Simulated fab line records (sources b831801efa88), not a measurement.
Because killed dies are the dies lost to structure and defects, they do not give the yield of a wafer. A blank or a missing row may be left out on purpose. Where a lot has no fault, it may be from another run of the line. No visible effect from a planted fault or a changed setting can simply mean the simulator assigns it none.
fab line records	flow sky130
record: lots: 6	wafers: 18	lastDay: 50
route steps=708 shown CAPM@545 METAL3@555 PAD_OPEN@708
lots that met no fault: taken from a fault-free run of the same line
startH: the number of hours between the record's first day and the start of the first shown wafer of the lot	waitH: how many hours have passed since the lot's step before this one	" unchanged from the row above	L1.1+2: one row covering several wafers at once	- value missing, or start not given	* or withheld: withheld	< > ~ a bound
route shown NAME@n: names a module that has steps shown in the file, with the first one's number in the route	usual: mean/standard deviation of fault-free wafers	same: alike in all rows	chamber/n: place in a boat	sites: per-site readings	_std_site: standard deviation across them	_edge_site: outer sites' mean less inner sites'	radiusMm: how far each site lies from the wafer's centre	mask NAME#n: copy n	behind: the most recent tool/chamber to have shaped the wafer	hold: reason for holding the lot/hours on hold/outcome of the hold	device: names the non-switching transistor (n, p or np)	end of line: tests run on the same wafers once the route is complete	a step without rows: its recipe alone	killed: at the first sort, the dies lost to defects and structure; wafer yield is something else	map: dies across one wafer; x = killed, . = not, _ = none there
set.NAME: the setting that was run; set.NAME@STEP: the one run at that earlier step	model.NAME: the simulator's own value behind a step, which no gauge read
certain route steps with their lots: each step a table, each wafer a row
services: when a tool's chamber went out of use (startH, in hours from the record's first day, below 0 if earlier), for how many hours, and the reason
== steps ==
step: SKY_CAPM_SOFTBAKE_08
recipe: tempC: 90	timeS: 60	resist: NOVOLAK
step: SKY_CAPM_EXPOSE_09
recipe: maskId: CAPM	na: 0.6	sourceShape: conventional	sigmaOuter: 0.6	polarization: unpolarized	targetCdNm: 1000	doseMj: 159
step: SKY_CAPM_PEB_10
recipe: tempC: withheld	timeS: *	resist: NOVOLAK
step: SKY_CAPM_DEVELOP_11
recipe: resist: NOVOLAK	developer: TMAH	developTimeS: 60	devTempC: 23
step: SKY_CAPM_OVL_MEAS_12
usual: CAPM_OVL: -0.6/1.4
lot.wafer	tool	chamber	startH	waitH	CAPM_OVL[nm]
L446.2	overlay-01	-	898.31	0.1	-2.6
L446.3	"	-	"	"	-1.9
L446.5	"	-	"	"	-0.6
L447.1	overlay-01	-	906.54	0.1	-1.5
L447.4	"	-	"	"	-0.1
L447.5	"	-	"	"	-2.1
L452.1	overlay-01	-	944.65	0.1	-2.8
L452.4	"	-	"	"	-4.0
L452.6	"	-	"	"	-2.2
L456.1	overlay-02	-	972.29	0.1	2.8
L456.2	"	-	"	"	1.2
L456.5	"	-	"	"	1.1
L462.2	overlay-01	-	1012.60	0.1	0.3
L462.4	"	-	"	"	1.4
L462.5	"	-	"	"	1.0
L465.4	overlay-02	-	1032.61	0.1	-1.8
L465.5	"	-	"	"	-1.1
L465.6	"	-	"	"	-0.9
step: SKY_CAPM_METAL_ETCH_13
recipe: targetDepthNm: 220	stopOn: SiO2	chemistry: Cl2/BCl3	target: TiN	pressureMtorr: 10	icpW: 900	biasW: 48.5	Cl2_flow_sccm: 60	bcl3FlowSccm: 30	timeS: 62.9
usual: bcl3FlowSccm: 30.00/0.094	drypumpMotorCurrentA: 5.6/0.36	oesProductAu: 0.941/0.0072	throttleValvePct: 21.901/0.01
lot.wafer	tool	chamber	startH	waitH	bcl3FlowSccm	drypumpMotorCurrentA	oesProductAu	rfHoursCounterH	throttleValvePct
L446.2	rieMetal-04	1	898.34	0.0	30.04	5.8	0.924	10	21.908
L446.3	"	0	"	"	30.04	5.9	0.926	-	21.891
L446.5	"	0	"	"	30.18	5.9	0.936	-	21.926
L447.1	rieMetal-02	1	906.58	0.0	29.98	5.6	0.947	3	21.899
L447.4	"	1	"	"	29.90	5.6	0.934	-	21.915
L447.5	"	1	"	"	29.99	5.6	0.938	-	21.920
L452.1	rieMetal-04	0	944.68	0.0	29.93	5.9	0.936	4	21.904
L452.4	"	0	"	"	29.97	5.9	0.938	-	21.911
L452.6	"	1	"	"	30.06	5.8	0.922	-	21.908
L456.1	rieMetal-04	1	972.33	0.0	29.88	5.8	0.946	13	21.886
L456.2	"	0	"	"	29.99	5.9	0.944	6	21.908
L456.5	"	1	"	"	29.95	5.8	0.948	-	21.910
L462.2	rieMetal-03	1	1012.63	0.0	30.02	4.8	0.941	6	21.915
L462.4	"	0	"	"	29.97	5.9	0.937	-	21.910
L462.5	"	0	"	"	29.87	5.9	0.932	-	21.889
L465.4	rieMetal-02	0	1032.66	0.0	30.12	5.3	0.954	-	21.887
L465.5	"	0	"	"	30.12	5.4	0.947	-	21.900
L465.6	"	1	"	"	29.96	5.6	0.941	-	21.887
step: SKY_CAPM_STRIP_14
recipe: chemistry: O2/N2	powerW: 1400	pressureMtorr: 1500	platenTempC: withheld	o2FlowSccm: 3000	n2FlowSccm: 300	overashFraction: 0.5
usual: drypumpMotorCurrentA: 5.8/0.56	oesProductAu: 0.710/0.0044	stripTimeToEndpointS: 12.66/0.043
lot.wafer	tool	chamber	startH	waitH	drypumpMotorCurrentA	oesProductAu	rfHoursCounterH	stripTimeToEndpointS
L446.2	plasmaAsher-01	1	898.44	0.1	6.1	0.710	112	12.70
L446.3	"	0	"	"	6.6	0.711	-	12.68
L446.5	"	0	"	"	6.6	0.714	-	12.64
L447.1	plasmaAsher-01	0	906.66	0.1	6.5	0.711	113	12.66
L447.4	"	0	"	"	6.5	0.704	-	12.65
L447.5	"	0	"	"	6.5	0.706	-	12.68
L452.1	plasmaAsher-01	1	944.76	0.1	6.0	0.717	117	12.62
L452.4	"	1	"	"	6.0	0.713	-	12.67
L452.6	"	1	"	"	6.1	0.710	-	12.64
L456.1	plasmaAsher-03	1	972.41	0.1	5.7	0.707	21	12.62
L456.2	"	0	"	"	4.9	0.714	21	12.68
L456.5	"	0	"	"	4.9	0.703	-	12.65
L462.2	plasmaAsher-01	1	1012.71	0.1	6.1	0.701	124	12.64
L462.4	"	1	"	"	6.1	0.706	-	12.60
L462.5	"	0	"	"	6.6	0.715	-	12.61
L465.4	plasmaAsher-03	1	1032.74	0.1	5.8	0.697	-	12.69
L465.5	"	0	"	"	4.9	0.709	-	12.73
L465.6	"	1	"	"	5.7	0.707	-	12.70
step: SKY_CAPM_STRIP_15
recipe: chemistry: postEtchResidueRemover	timeS: 1200	tempC: 72.5
step: SKY_CAPM_CLEAN_16
recipe: chemistry: IPA	timeS: 180	tempC: 25
step: SKY_CAPM_CLEAN_17
recipe: chemistry: O3/DIW	dry: n2Spin
step: SKY_METAL3_DEHYDRATE_05
recipe: tempC: 200	timeS: 60
step: SKY_METAL3_HMDS_06
recipe: primeTimeS: 60	primeTempC: 120
step: SKY_METAL3_COAT_07
recipe: resist: BARC	tempC: withheld	timeS: withheld	spinRpm: 3000	resistThkNm: 60
usual: resistLineTempC: *
lot.wafer	tool	chamber	startH	waitH	resistLineTempC
L446.2	lithoTrack-01	0	911.22	0.1	*
L446.3	"	0	"	"	*
L446.5	"	0	"	"	*
L447.1	lithoTrack-01	0	919.70	0.1	*
L447.4	"	0	"	"	*
L447.5	"	0	"	"	*
L452.1	lithoTrack-01	0	957.15	0.1	*
L452.4	"	0	"	"	*
L452.6	"	0	"	"	*
L456.1	lithoTrack-01	0	984.75	0.1	*
L456.2	"	0	"	"	*
L456.5	"	0	"	"	*
L462.2	lithoTrack-02	0	1024.40	0.1	*
L462.4	"	0	"	"	*
L462.5	"	0	"	"	*
L465.4	lithoTrack-02	0	1043.75	0.1	*
L465.5	"	0	"	"	*
L465.6	"	0	"	"	*
step: SKY_METAL3_COAT_08
recipe: resist: KrF-thick	spinRpm: 3000	resistThkNm: 1140
step: SKY_METAL3_SOFTBAKE_09
recipe: tempC: 100	timeS: 90	resist: KrF-thick
step: SKY_METAL3_EXPOSE_10
recipe: maskId: MM3	na: 0.68	sourceShape: annular	sigmaInner: 0.4	sigmaOuter: 0.8	targetCdNm: 300	doseMj: 28
step: SKY_METAL3_PEB_11
recipe: pebTempC: withheld	pebTimeS: withheld	resist: KrF-thick
step: SKY_METAL3_DEVELOP_12
recipe: developTimeS: 60	resist: KrF-thick	devTempC: 21
step: SKY_METAL3_CD_MEAS_13
recipe: targetCdNm: 300
usual: cdNm: 299.7/1.4
lot.wafer	tool	chamber	startH	waitH	cdNm
L446.2	cdSem-02	-	923.57	-	297.5
L446.3	"	-	"	"	298.5
L446.5	"	-	"	"	298.1
L447.1	cdSem-02	-	932.52	-	299.8
L447.4	"	-	"	"	300.6
L447.5	"	-	"	"	298.8
L452.1	cdSem-01	-	969.37	-	302.0
L452.4	"	-	"	"	302.3
L452.6	"	-	"	"	302.0
L456.1	cdSem-02	-	996.30	-	297.1
L456.2	"	-	"	"	296.9
L456.5	"	-	"	"	296.7
L462.2	cdSem-01	-	1035.72	-	298.8
L462.4	"	-	"	"	299.7
L462.5	"	-	"	"	298.8
L465.4	cdSem-01	-	1055.68	-	299.9
L465.5	"	-	"	"	298.8
L465.6	"	-	"	"	299.0
step: SKY_METAL3_OVL_MEAS_14
usual: METAL3_OVL: -4/4.6
lot.wafer	tool	chamber	startH	waitH	METAL3_OVL[nm]
L446.2	overlay-01	-	923.68	0.1	-3
L446.3	"	-	"	"	5
L446.5	"	-	"	"	2
L447.1	overlay-02	-	932.64	0.1	-13
L447.4	"	-	"	"	-5
L447.5	"	-	"	"	-10
L452.1	overlay-02	-	969.49	0.1	-1
L452.4	"	-	"	"	-8
L452.6	"	-	"	"	-5
L456.1	overlay-01	-	996.42	0.1	-2
L456.2	"	-	"	"	0
L456.5	"	-	"	"	-2
L462.2	overlay-01	-	1035.82	0.1	4
L462.4	"	-	"	"	1
L462.5	"	-	"	"	4
L465.4	overlay-02	-	1055.76	0.1	1
L465.5	"	-	"	"	2
L465.6	"	-	"	"	-3
step: SKY_METAL3_DESCUM_15
recipe: chemistry: O2	sourcePowerW: 150	biasPowerW: 0	pressureMtorr: 10	tempC: 40	timeS: 8
usual: drypumpMotorCurrentA: 5.5/0.52	oesProductAu: 0.999/0.0068
lot.wafer	tool	chamber	startH	waitH	drypumpMotorCurrentA	oesProductAu	rfHoursCounterH
L446.2	rieMetal-03	0	923.71	0.0	5.9	1.006	10
L446.3	"	1	"	"	4.8	1.010	-
L446.5	"	1	"	"	4.8	1.004	-
L447.1	rieMetal-02	1	932.68	0.0	5.6	1.002	4
L447.4	"	0	"	"	5.4	1.001	-
L447.5	"	1	"	"	5.6	0.999	-
L452.1	rieMetal-02	1	969.53	0.0	5.7	0.999	6
L452.4	"	1	"	"	5.7	0.996	-
L452.6	"	0	"	"	5.4	1.001	-
L456.1	rieMetal-01	1	996.45	0.0	4.7	1.003	5
L456.2	"	1	"	"	4.7	0.999	-
L456.5	"	1	"	"	4.7	1.002	-
L462.2	rieMetal-02	0	1035.85	0.0	5.4	1.006	18
L462.4	"	0	"	"	5.4	1.000	-
L462.5	"	1	"	"	5.6	0.994	-
L465.4	rieMetal-01	1	1055.79	0.0	4.7	1.009	-
L465.5	"	1	"	"	4.7	1.014	-
L465.6	"	0	"	"	6.3	0.997	-
step: SKY_METAL3_ETCH_16
recipe: chemistry: N2/H2	target: BARC	ionEnergyEv: 200	biasW: 100	pressureMtorr: 30	n2FlowSccm: 100	h2FlowSccm: 200	icpW: 500	stopOn: SiO2	timeS: 88.2	targetDepthA: 600
usual: drypumpMotorCurrentA: 5.5/0.52	oesProductAu: 0.626/0.0048	throttleValvePct: 13.205/0.0089
lot.wafer	tool	chamber	startH	waitH	drypumpMotorCurrentA	oesProductAu	rfHoursCounterH	throttleValvePct	model.etch.depthNm
L446.2	rieMetal-03	0	923.74	0.0	5.9	0.629	10	13.216	59.95
L446.3	"	1	"	"	4.8	0.625	-	13.205	60.13
L446.5	"	1	"	"	4.8	0.629	-	13.183	60.08
L447.1	rieMetal-02	1	932.71	0.0	5.7	0.625	4	13.223	59.96
L447.4	"	0	"	"	5.4	0.622	-	13.219	60.2
L447.5	"	1	"	"	5.7	0.629	-	13.207	59.93
L452.1	rieMetal-02	1	969.56	0.0	5.6	0.639	6	13.212	64.86
L452.4	"	1	"	"	5.7	0.644	-	13.216	64.57
L452.6	"	0	"	"	5.4	0.646	-	13.198	64.78
L456.1	rieMetal-01	1	996.52	0.1	4.7	0.649	5	13.220	64.66
L456.2	"	1	"	"	4.7	0.647	-	13.202	64.89
L456.5	"	1	"	"	4.7	0.651	-	13.219	64.75
L462.2	rieMetal-02	0	1035.88	0.0	5.4	0.624	18	13.205	60.15
L462.4	"	0	"	"	5.4	0.625	-	13.204	60.03
L462.5	"	1	"	"	5.7	0.632	-	13.197	59.85
L465.4	rieMetal-01	1	1055.84	0.0	4.7	0.633	-	13.214	60.27
L465.5	"	1	"	"	4.7	0.623	-	13.209	60.26
L465.6	"	0	"	"	6.2	0.631	-	13.188	60.31
step: SKY_METAL3_ETCH_17
recipe: target: SiO2	stopOn: TiN	chemistry: C4F8/O2/Ar	sourceW: 1500	biasW: 1200	pressureMtorr: 40	c4f8FlowSccm: withheld	O2_flow_sccm: 6	Ar_flow_sccm: 300	timeS: 3.9	targetDepthA: 150
usual: oesProductAu: 0.756/0.0068
lot.wafer	tool	chamber	startH	waitH	oesProductAu	rfHoursCounterH
L446.2	rieDiel-01	1	923.84	0.1	0.749	8
L446.3	"	2	"	"	0.746	14
L446.5	"	2	"	"	0.772	-
L447.1	rieDiel-03	0	932.81	0.1	0.754	9
L447.4	"	3	"	"	0.757	-
L447.5	"	0	"	"	0.759	-
L452.1	rieDiel-03	2	969.66	0.1	0.755	0
L452.4	"	3	"	"	0.748	9
L452.6	"	1	"	"	0.765	-
L456.1	rieDiel-01	1	996.71	0.2	0.749	10
L456.2	"	3	"	"	0.750	11
L456.5	"	3	"	"	0.756	-
L462.2	rieDiel-03	2	1035.98	0.1	0.751	2
L462.4	"	0	"	"	0.755	13
L462.5	"	0	"	"	0.764	-
L465.4	rieDiel-02	1	1055.91	0.0	0.760	15
L465.5	"	1	"	"	0.763	-
L465.6	"	2	"	"	0.760	-
step: SKY_PAD_OPEN_PROBE_99
usual: defectLimitedYield: 82.4/1.8	killed_at_M0_to_M3: 43/6.5	killed_at_M4_up: 3.2/1.8	killedAtContacts: 24/5.2	killedAtFrontEnd: 15/4	killedAtOther: 0.4/0.69	killedDies: 86/8.7	killedOpen: 47/7	killedShort: 39/5.7	sort_bin_3_pad_short: 0.9/0.43	sort_bin_5_function: 10.5/1.4	sort_bin_6_memory: 6.2/1.2	sortNPass: 406/8.7	sortYieldPct: 82.4/1.8
same: grossDies: 492	killedAtBackSide: 0	sort_bin_4_leakage[%]: 0	sort_bin_8_speed[%]: 0
lot.wafer	tool	chamber	startH	waitH	defectLimitedYield[%]	killed_at_M0_to_M3	killed_at_M4_up	killedAtContacts	killedAtFrontEnd	killedAtOther	killedDies	killedOpen	killedShort	sort_bin_3_pad_short[%]	sort_bin_5_function[%]	sort_bin_6_memory[%]	sortNPass	sortYieldPct[%]
L446.2	prober-01	-	1093.17	0.1	81.1	41	3	29	20	0	93	42	48	1.0	11.0	6.9	399	81.1
L446.3	prober-01	-	1093.22	0.2	84.3	39	2	20	16	0	77	35	41	1.4	8.5	5.7	415	84.3
L446.5	prober-01	-	1093.32	0.2	81.5	42	2	24	23	0	91	48	43	0.4	12.0	6.1	401	81.5
L447.1	prober-02	-	1100.00	0.1	80.9	46	1	36	11	0	94	57	37	1.6	11.6	5.9	398	80.9
L447.4	prober-02	-	1100.15	0.2	83.5	49	5	19	8	0	81	32	49	0.6	10.0	5.9	411	83.5
L447.5	prober-02	-	1100.20	0.2	80.1	56	3	25	13	1	98	55	43	1.0	12.4	6.5	394	80.1
L452.1	prober-01	-	1130.43	0.1	79.1	63	7	19	14	0	103	59	44	0.8	12.6	7.5	389	79.1
L452.4	prober-01	-	1130.58	0.2	82.5	43	3	23	17	0	86	48	38	0.8	10.2	6.5	406	82.5
L452.6	prober-01	-	1130.68	0.2	81.7	47	2	27	13	1	90	49	41	1.0	10.6	6.7	402	81.7
L456.1	prober-01	-	1151.44	0.1	83.3	48	3	19	12	0	82	43	39	0.6	11.6	4.5	410	83.3
L456.2	prober-01	-	1151.49	0.1	82.9	48	1	21	14	0	84	48	36	0.8	9.1	7.1	408	82.9
L456.5	prober-01	-	1151.64	0.2	82.5	43	4	28	11	0	86	41	45	1.2	11.6	4.7	406	82.5
L462.2	prober-01	-	1182.37	0.1	81.5	40	4	24	23	0	91	48	43	1.0	13.0	4.5	401	81.5
L462.4	prober-01	-	1182.47	0.2	82.3	31	2	32	22	0	87	43	44	1.4	10.6	5.7	405	82.3
L462.5	prober-01	-	1182.52	0.2	83.9	35	0	36	8	0	79	49	30	1.2	9.8	5.1	413	83.9
L465.4	prober-02	-	1196.72	0.2	81.7	45	5	23	16	1	90	51	37	1.0	11.6	5.7	402	81.7
L465.5	prober-02	-	1196.77	0.2	80.7	45	5	28	15	2	95	59	35	1.2	10.4	7.7	397	80.7
L465.6	prober-02	-	1196.82	0.2	81.1	49	5	18	20	1	93	56	34	0.4	10.8	7.7	399	81.1
killed by level:class
L446.2 LOCAL_INTERCONNECT:geometricParticle:short=8 VIA1:geometricParticle:open=8 POLY_GATE:geometricParticle:short=7 CONTACT:geometricParticle:open=7 METAL1:geometricParticle:short=7 VIA2:geometricParticle:open=6 LI_CONTACT:geometricParticle:open=5 FIELD_ISO:geometricParticle:open=4
L446.3 VIA1:geometricParticle:open=10 LI_CONTACT:geometricParticle:open=7 METAL1:geometricParticle:short=7 FIELD_ISO:geometricParticle:short=5 LOCAL_INTERCONNECT:geometricParticle:short=5 POLY_GATE:geometricParticle:short=4 VIA1:geometricParticle:short=4 VIA2:geometricParticle:open=4
L446.5 FIELD_ISO:geometricParticle:open=11 METAL2:geometricParticle:short=8 VIA1:geometricParticle:open=8 VIA3:geometricParticle:open=7 CONTACT:geometricParticle:short=6 POLY_GATE:geometricParticle:short=5 LI_CONTACT:geometricParticle:open=5 CONTACT:geometricParticle:open=5
L447.1 VIA1:geometricParticle:open=16 CONTACT:geometricParticle:open=12 LI_CONTACT:geometricParticle:open=9 CONTACT:geometricParticle:short=6 METAL2:geometricParticle:short=5 VIA2:geometricParticle:open=5 VIA1:geometricParticle:short=5 METAL1:geometricParticle:open=5
L447.4 VIA2:geometricParticle:open=9 VIA3:geometricParticle:short=9 LI_CONTACT:geometricParticle:open=7 METAL1:geometricParticle:short=6 VIA1:geometricParticle:open=5 VIA2:geometricParticle:short=5 METAL4:geometricParticle:short=5 CONTACT:geometricParticle:open=4
L447.5 VIA1:geometricParticle:open=18 CONTACT:geometricParticle:open=8 LI_CONTACT:geometricParticle:open=7 VIA3:geometricParticle:open=7 VIA2:geometricParticle:short=7 METAL1:geometricParticle:short=6 VIA3:geometricParticle:short=5 CONTACT:geometricParticle:short=4
L452.1 VIA1:geometricParticle:open=19 VIA2:geometricParticle:open=10 VIA3:geometricParticle:open=6 VIA1:geometricParticle:short=6 METAL2:geometricParticle:short=6 FIELD_ISO:geometricParticle:open=4 POLY_GATE:geometricParticle:short=4 METAL4:geometricParticle:short=4
L452.4 VIA2:geometricParticle:open=9 CONTACT:geometricParticle:open=8 VIA1:geometricParticle:short=7 VIA1:geometricParticle:open=7 VIA3:geometricParticle:open=6 LI_CONTACT:geometricParticle:open=5 FIELD_ISO:geometricParticle:open=4 POLY_GATE:geometricParticle:open=4
L452.6 LI_CONTACT:geometricParticle:open=12 VIA1:geometricParticle:open=9 VIA3:geometricParticle:open=8 VIA1:geometricParticle:short=7 METAL2:geometricParticle:short=6 CONTACT:geometricParticle:short=6 CONTACT:geometricParticle:open=6 FIELD_ISO:geometricParticle:short=5
L456.1 VIA1:geometricParticle:open=9 VIA1:geometricParticle:short=8 VIA3:geometricParticle:open=8 CONTACT:geometricParticle:short=6 CONTACT:geometricParticle:open=6 METAL1:geometricParticle:short=6 VIA2:geometricParticle:open=6 FIELD_ISO:geometricParticle:open=4
L456.2 VIA1:geometricParticle:open=14 LI_CONTACT:geometricParticle:open=8 VIA2:geometricParticle:open=8 METAL1:geometricParticle:short=6 VIA1:geometricParticle:short=5 POLY_GATE:geometricParticle:open=4 LI_CONTACT:geometricParticle:short=4 LOCAL_INTERCONNECT:geometricParticle:short=4
L456.5 VIA1:geometricParticle:open=9 METAL1:geometricParticle:short=8 LOCAL_INTERCONNECT:geometricParticle:short=7 CONTACT:geometricParticle:open=7 LI_CONTACT:geometricParticle:open=6 CONTACT:geometricParticle:short=6 VIA2:geometricParticle:open=6 VIA3:geometricParticle:open=6
L462.2 VIA1:geometricParticle:open=13 LI_CONTACT:geometricParticle:open=8 FIELD_ISO:geometricParticle:short=6 FIELD_ISO:geometricParticle:open=6 CONTACT:geometricParticle:open=6 VIA1:geometricParticle:short=6 POLY_GATE:geometricParticle:short=5 POLY_GATE:geometricParticle:open=5
L462.4 LI_CONTACT:geometricParticle:open=9 CONTACT:geometricParticle:open=9 FIELD_ISO:geometricParticle:short=8 METAL1:geometricParticle:short=6 VIA2:geometricParticle:open=6 LI_CONTACT:geometricParticle:short=5 LOCAL_INTERCONNECT:geometricParticle:short=5 VIA1:geometricParticle:short=5
L462.5 CONTACT:geometricParticle:open=15 CONTACT:geometricParticle:short=8 VIA2:geometricParticle:open=8 VIA3:geometricParticle:open=7 VIA1:geometricParticle:open=5 LI_CONTACT:geometricParticle:short=4 LI_CONTACT:geometricParticle:open=4 LOCAL_INTERCONNECT:geometricParticle:short=4
L465.4 CONTACT:geometricParticle:open=13 VIA1:geometricParticle:open=12 VIA1:geometricParticle:short=9 FIELD_ISO:geometricParticle:open=6 VIA3:geometricParticle:open=6 POLY_GATE:geometricParticle:short=4 CONTACT:geometricParticle:short=4 VIA2:geometricParticle:open=4
L465.5 VIA1:geometricParticle:open=15 VIA3:geometricParticle:open=11 CONTACT:geometricParticle:open=9 POLY_GATE:geometricParticle:open=6 LI_CONTACT:geometricParticle:open=6 CONTACT:geometricParticle:short=6 METAL2:geometricParticle:short=6 FIELD_ISO:geometricParticle:open=4
L465.6 VIA3:geometricParticle:open=13 VIA1:geometricParticle:open=11 VIA2:geometricParticle:open=7 LI_CONTACT:geometricParticle:open=6 CONTACT:geometricParticle:open=6 VIA1:geometricParticle:short=6 FIELD_ISO:geometricParticle:open=5 FIELD_ISO:geometricParticle:short=5
== services ==
tool	chamber	startH	hours	kind
rieMetal-01	1	879.07	-	clean
rieMetal-01	1	879.07	26.3	scheduledDown
rieMetal-01	1	879.07	26.3	ventCycle
rieDiel-01	-	908.67	0.7	repair
rieDiel-01	2	916.61	5.3	repair
rieDiel-03	-	919.24	2.8	pm
rieDiel-02	3	922.64	15.9	repair
rieMetal-02	1	923.06	5.0	repair
rieDiel-02	1	931.04	1.3	repair
plasmaAsher-03	-	957.95	2.6	repair
rieMetal-02	-	958.00	2.8	pm
rieMetal-01	1	961.11	19.3	repair
rieDiel-01	0	970.47	2.1	repair
rieMetal-01	0	981.77	23.3	repair
rieDiel-02	2	982.01	6.4	repair
plasmaAsher-03	-	985.45	2.0	repair
plasmaAsher-03	-	1015.32	1.2	repair
rieDiel-02	2	1020.25	2.8	repair
plasmaAsher-03	-	1022.37	0.9	repair
rieDiel-03	3	1046.63	5.5	repair
rieDiel-02	1	1047.22	5.8	repair
rieDiel-03	0	1049.87	6.1	repair
rieMetal-01	-	1050.23	2.8	pm
plasmaAsher-01	-	1051.87	19.1	repair
== key ==
firstSign: step: SKY_METAL3_ETCH_16	reading: oesProductAu	direction: up	sigmas: 4.1	usual: 0.626	struck: 0.646
effect none on later readings
modelEffect: step: SKY_METAL3_ETCH_16	value: etch.depthNm	without: 60.14	struck: 64.75
metAt SKY_METAL3_COAT_07
struckWafers L452.1,L452.4,L452.6,L456.1,L456.2,L456.5
onsetBetween 919.70 957.15
alsoFits SKY_CAPM_METAL_ETCH_13:rieMetal-04
fault: kind: processParameterDrift	tool: lithoTrack-01	chamber: -	onsetH: 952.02	steps: SKY_METAL3_COAT_07	channel: resistThkNm	offset: 4.5998	shape: step	endH: 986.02	actsIn: theseRecipesOnly	stated: 60
